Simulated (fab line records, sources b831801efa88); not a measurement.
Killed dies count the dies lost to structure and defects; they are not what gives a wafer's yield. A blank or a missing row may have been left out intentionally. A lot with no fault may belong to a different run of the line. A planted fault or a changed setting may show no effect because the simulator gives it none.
Which of the tools did it? -- flow gf180mcu -- 13 lots, 39 wafers sampled, at 6 steps of a route of 602

WHAT THE GAUGES SHOWED, per wafer
GF_VT_IMPLANT_RS_MEAS_48: the measuring method here is four-point-probe. Usual: LVPWELL_RS 1197 ohm/sq, standard deviation 3.2.
lot,measured,on,LVPWELL_RS (ohm/sq),flag
L381,day 7 06:31,filmMetro-03,1202 1207 1203,
L382,day 7 11:46,filmMetro-03,1197 1199 1199,
L386,day 8 21:56,filmMetro-01,1194 1197 1196,
L385,day 8 23:14,filmMetro-01,1199 1197 1197,
L388,day 9 15:47,filmMetro-03,1198 1200 1197,
L389,day 9 21:44,filmMetro-01,1196 1198 1194,
L390,day 10 08:36,filmMetro-01,1196 1195 1195,
L393,day 11 03:07,filmMetro-04,1199 1202 1199,
L397,day 12 11:00,filmMetro-01,1201 1205 1206,
L398,day 12 11:19,filmMetro-04,1190 1194 1195,
L400,day 13 03:10,filmMetro-03,1196 1196 1197,
L402,day 13 17:33,filmMetro-01,1195 1197 1194,
L403,day 13 23:41,filmMetro-04,1194 1193 1193,

GF_POLY_GATE_CD_MEAS_10: the cd target is 280 nm. Usual: cdNm at 280.0 nm, with a standard deviation of 1.2.
lot,measured,on,cdNm (nm),flag
L381,day 8 23:06,cdSem-02,282.7 282.0 281.6,
L382,day 9 04:44,cdSem-02,278.6 279.0 277.7,
L386,day 10 14:35,cdSem-02,279.1 278.1 278.6,
L385,day 10 16:07,cdSem-02,281.7 280.1 280.3,
L388,day 11 10:35,cdSem-02,279.3 280.0 280.0,
L389,day 11 16:23,cdSem-01,280.9 279.8 280.9,
L390,day 12 02:38,cdSem-01,278.8 277.7 279.3,
L393,day 12 21:19,cdSem-02,279.3 278.7 280.1,
L397,day 14 08:05,cdSem-02,279.8 280.0 281.0,
L398,day 14 09:41,cdSem-02,279.4 278.3 279.1,
L400,day 15 02:08,cdSem-01,279.8 279.5 279.4,
L402,day 15 16:08,cdSem-02,282.5 280.8 281.1,
L403,day 15 22:26,cdSem-01,281.3 281.9 281.8,

GF_HV_LDD_CD_MEAS_19: the cd target is 400 nm. Usual: cdNm at 400.0 nm, with a standard deviation of 1.9.
lot,measured,on,cdNm (nm),flag
L381,day 10 12:34,cdSem-02,401.0 400.0 398.6,
L382,day 10 19:31,cdSem-02,397.1 397.4 397.2,
L386,day 12 06:23,cdSem-02,400.4 400.0 400.3,
L385,day 12 10:17,cdSem-01,400.0 399.7 400.3,
L388,day 13 03:29,cdSem-01,397.2 398.4 395.1,
L389,day 13 09:02,cdSem-02,399.5 401.7 401.1,
L390,day 13 19:50,cdSem-01,398.2 397.3 398.2,
L393,day 14 15:54,cdSem-01,402.7 398.5 400.2,
L397,day 16 05:17,cdSem-01,399.1 398.9 400.5,
L398,day 16 06:51,cdSem-01,399.6 398.1 396.9,
L400,day 16 23:06,cdSem-02,399.3 398.1 400.1,
L402,day 17 14:17,cdSem-01,402.7 402.5 401.8,
L403,day 17 20:53,cdSem-02,402.6 401.6 401.1,

GF_HV_LDD_CD_MEAS_31: the cd target is 400 nm. Usual: cdNm at 399.9 nm, with a standard deviation of 2.7.
lot,measured,on,cdNm (nm),flag
L381,day 11 06:29,cdSem-01,400.4 400.6 397.3,
L382,day 11 14:59,cdSem-02,400.2 400.8 399.6,
L386,day 13 02:44,cdSem-01,402.8 403.7 403.6,
L385,day 13 06:26,cdSem-01,400.1 399.6 400.1,
L388,day 14 00:37,cdSem-02,401.5 400.3 401.0,
L389,day 14 05:37,cdSem-02,- - -,OFF
L390,day 14 17:08,cdSem-02,399.1 403.5 401.7,
L393,day 15 13:07,cdSem-01,398.6 399.2 399.0,
L397,day 17 02:57,cdSem-02,392.4 396.4 394.1,
L398,day 17 04:12,cdSem-02,398.6 399.7 399.7,
L400,day 17 21:19,cdSem-01,398.1 398.0 397.8,
L402,day 18 12:56,cdSem-01,403.9 403.5 399.4,
L403,day 18 19:12,cdSem-02,403.8 405.4 404.8,

GF_HV_LDD_TW_MEAS_38. Usual: HV_LDD_3_TW 1452, standard deviation 11.
lot,measured,on,HV_LDD_3_TW,flag
L381,day 11 07:19,filmMetro-01,1428 1428 1430,
L382,day 11 15:49,filmMetro-03,1451 1456 1456,
L386,day 13 03:35,filmMetro-04,1456 1459 1452,
L385,day 13 07:17,filmMetro-04,1458 1455 1446,
L388,day 14 01:27,filmMetro-03,1458 1463 1458,
L389,day 14 06:28,filmMetro-01,30 30 30,OFF
L390,day 14 17:59,filmMetro-03,1451 1455 1454,
L393,day 15 13:58,filmMetro-04,1460 1459 1468,
L397,day 17 03:49,filmMetro-03,1459 1459 1453,
L398,day 17 05:03,filmMetro-01,1439 1433 1442,
L400,day 17 22:08,filmMetro-03,1453 1461 1452,
L402,day 18 13:47,filmMetro-03,1453 1458 1448,
L403,day 18 20:04,filmMetro-03,1453 1449 1448,

WHAT TOOL EACH LOT RAN ON (gives the tool, then ch and the chambers of the sampled wafers, and finally the start)
lot,GF_HV_LDD_EXPOSE_28
L381,"ilineStepper-01 ch 0, day 10 21:06"
L382,"ilineStepper-02 ch 0, day 11 05:44"
L386,"ilineStepper-01 ch 0, day 12 16:31"
L385,"ilineStepper-02 ch 0, day 12 20:37"
L388,"ilineStepper-01 ch 0, day 13 13:50"
L389,"ilineStepper-02 ch 0, day 13 19:55"
L390,"ilineStepper-01 ch 0, day 14 06:40"
L393,"ilineStepper-02 ch 0, day 15 02:57"
L397,"ilineStepper-02 ch 0, day 16 16:23"
L398,"ilineStepper-02 ch 0, day 16 17:19"
L400,"ilineStepper-02 ch 0, day 17 09:28"
L402,"ilineStepper-02 ch 0, day 18 02:06"
L403,"ilineStepper-02 ch 0, day 18 07:39"
- GF_HV_LDD_EXPOSE_28: exposes mask Nplus HV AREA, target cd 400 nm.

AS READ BY THE TOOLS THEMSELVES (means over the sampled wafers that have a number; for cases with no such wafer, the mark the record gives instead)
The record holds no such reading with a usual standard deviation.

THE ANSWER, worked out from the rows above alone
Rule: lot off if the mean of its wafers having a number is beyond 3 standard deviations from the usual mean. Also off: a lot with no number at a reading for which 4 or more lots have one. Where the step has rows for the other lots, those lots are counted as sound. Order of review: gauges by route order, followed by the tools' own readings, for which a lot's mean as printed above is used. At the first step where some lot is off, the reading lying furthest off is the one used; lots without a number count as furthest.
Off: L389, at GF_HV_LDD_CD_MEAS_31 (cdNm). Without a number there: L389.
A tool fits if, at a process step before that reading, it ran every lot that is off, and no sound lot after the first of them. The gauges at GF_HV_LDD_CD_MEAS_31 aren't tried: what is off there is off at GF_HV_LDD_TW_MEAS_38 too, on other tools, and a gauge's error can't cause that. No candidate that was tried fits.

WHAT WAS PUT IN BY THE SIMULATOR
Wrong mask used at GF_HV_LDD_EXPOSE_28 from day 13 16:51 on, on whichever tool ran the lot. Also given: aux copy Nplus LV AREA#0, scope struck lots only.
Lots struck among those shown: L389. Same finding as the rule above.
